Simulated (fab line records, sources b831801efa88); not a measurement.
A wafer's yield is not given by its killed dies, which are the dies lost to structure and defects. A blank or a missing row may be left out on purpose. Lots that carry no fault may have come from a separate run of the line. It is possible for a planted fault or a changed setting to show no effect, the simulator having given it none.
A lot that was struck, set against a sound lot ; flow sky130 ; 15 out of 708 route steps
Sound: these wafers, L556.1, L556.2, L556.3. Wafers L572.3, L572.5, L572.6 were the ones struck. The cause is given at the end.
For every step that has rows: the tool of each side, followed by ch and its chambers, followed by its first start. Under that, the readings that differ: sound wafers ; struck wafers ; difference of the means ; sigmas: that difference in standard deviations of wafers without a fault.
alike: same words and numbers on both sides, and readings whose means sit less than 2 such deviations apart. not compared: any withheld reading, any reading some wafer has no value for, any bound like >300 that may hide the same value, and any number with overlapping values for which the record gives no deviation.
The two part at a step that has a row with sigmas, a row that says differs or no value, or rows on one side only. Non-overlapping numbers with no deviation appear without sigmas and do not part them. A reading missing from all wafers of one side parts the sides only when that side holds two or more wafers.

SKY_PWDE_STRIP_09: strips in O2/N2.
  sound on plasma_asher-03 ch 0,1, day 5 02:55; struck on plasma_asher-03 ch 0,1, day 8 15:17
  alike: drypump_motor_current_A, oes_product_au, strip_time_to_endpoint_s
  not compared: rf_hours_counter_h
SKY_PWDE_TW_MEAS_10:
  struck on film_metro-04, day 8 15:22; sound on film_metro-02, day 5 03:01
  alike: PWDE_TW
then, 7 steps without rows for these wafers: SKY_NWELL_DEHYDRATE_03 (time 60 s); SKY_NWELL_HMDS_04 (prime time 60 s); SKY_NWELL_COAT_05 (resist thk 3000 nm); SKY_NWELL_SOFTBAKE_06; SKY_NWELL_EXPOSE_07 (exposes mask NWM, target cd 840 nm); SKY_NWELL_PEB_08; SKY_NWELL_DEVELOP_09 (develop time 60 s).
SKY_NWELL_OVL_MEAS_10:
  struck on overlay-02, day 9 12:08; sound on overlay-02, day 5 20:37
  alike: NWELL_00_OVL
then, 2 steps without rows for these wafers: SKY_NWELL_IMPLANT_11; SKY_NWELL_IMPLANT_12.
SKY_NWELL_IMPLANT_13:
  sound on implanter-03 ch 0, day 5 20:56; struck on implanter-02 ch 0, day 9 12:31
reading;sound;struck;difference;sigmas
dose_ions_cm2;6.996e+11 7.015e+11 7.007e+11;6.581e+11 6.579e+11 6.574e+11;-4.280e+10;-57
faraday_current_uA;4.01 4.04 4.09;3.68 3.77 3.82;-0.29;-4
  alike: beam_energy_keV
SKY_NWELL_STRIP_14: strips in O2/N2.
  sound on plasma_asher-04 ch 0,1, day 5 21:05; struck on plasma_asher-01 ch 0,1, day 9 12:39
  alike: drypump_motor_current_A, oes_product_au, strip_time_to_endpoint_s
  not compared: rf_hours_counter_h
-- the record jumps here: 41 days lie between the struck wafers' starts before and after (it left off in module NWELL and takes up again in module PAD_OPEN, whose first step shown is number 708 of the route) --
SKY_PAD_OPEN_PROBE_99:
  struck on prober-02, day 50 10:05; sound on prober-01, day 47 00:41
  alike: killed_at_M0_to_M3, killed_at_M4_up, killed_at_contacts, killed_at_front_end, killed_at_other, killed_dies, killed_open, killed_short

## WHERE THEY PART
Within this record, at SKY_NWELL_IMPLANT_13 only. Later steps at which nothing parts them and some readings are alike: SKY_NWELL_STRIP_14, SKY_PAD_OPEN_PROBE_99.

WHY: what had been put in by the simulator
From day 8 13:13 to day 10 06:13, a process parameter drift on implanter-02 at SKY_NWELL_IMPLANT_13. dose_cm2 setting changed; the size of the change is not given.
